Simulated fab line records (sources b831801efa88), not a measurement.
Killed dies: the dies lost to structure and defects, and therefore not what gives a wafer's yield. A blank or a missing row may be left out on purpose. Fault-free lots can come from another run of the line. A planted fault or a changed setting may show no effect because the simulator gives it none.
Which tool did it? -- flow gf180mcu -- 6 lots, 18 wafers sampled, at 2 steps of a route of 602

== WHAT EACH GAUGE READ, for each wafer ==
GF_MVSD_TW_MEAS_11.
lot,measured,on,MVSD_TW
L356,day 4 21:46,film_metro-03,1586 1588 1591
L358,day 5 09:28,film_metro-04,1600 1601 1602
L363,day 6 16:50,film_metro-04,1602 1605 1605
L368,day 7 19:41,film_metro-04,1764 1761 1760
L371,day 8 15:44,film_metro-04,1605 1597 1605
L375,day 10 02:07,film_metro-04,1601 1604 1600

== WHICH TOOL RAN EACH LOT (tool, then ch and the chambers of the sampled wafers, then the start) ==
lot,GF_MVSD_IMPLANT_08
L356,"implanter-01 ch 0, day 4 21:23"
L358,"implanter-02 ch 0, day 5 09:05"
L363,"implanter-01 ch 0, day 6 16:28"
L368,"implanter-01 ch 0, day 7 19:20"
L371,"implanter-02 ch 0, day 8 15:23"
L375,"implanter-04 ch 0, day 10 01:43"
- GF_MVSD_IMPLANT_08

== THE ANSWER, worked out from the rows above alone ==
Rule: the lots themselves supply what counts as usual. The widest of any qualifying gaps counts: lots, ordered by their means at a reading, are off when they make up no more than a third of the lots, leave a main group of 4 or more, and stand apart from it by 3 or more times the standard deviation of that group's means. A main group is skipped when, at the precision printed for the reading in the tables above, its means are all equal. Also off: a lot with no number at a reading for which 4 or more lots have one. All remaining lots with rows at the step are treated as sound.
Off: L368, seen at GF_MVSD_TW_MEAS_11 (MVSD_TW). The main group has a mean of 1599 with a standard deviation of 5.7.
If a tool, at a process step before that reading, ran all the lots that are off and no sound lot after the first of them, it fits. The gauges at GF_MVSD_TW_MEAS_11 are tried like those tools. One fits: implanter-01 at GF_MVSD_IMPLANT_08. Its last sound lot is L363 (day 6 16:28), its first lot that is off L368 (day 7 19:20): a fault that began between those two fits.

== WHAT THE SIMULATOR HAD PUT IN ==
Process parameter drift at GF_MVSD_IMPLANT_08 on implanter-01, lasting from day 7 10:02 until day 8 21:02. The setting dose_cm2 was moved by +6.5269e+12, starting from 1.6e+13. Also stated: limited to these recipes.
Shown lots that were struck: L368. This agrees with what the rule above found.
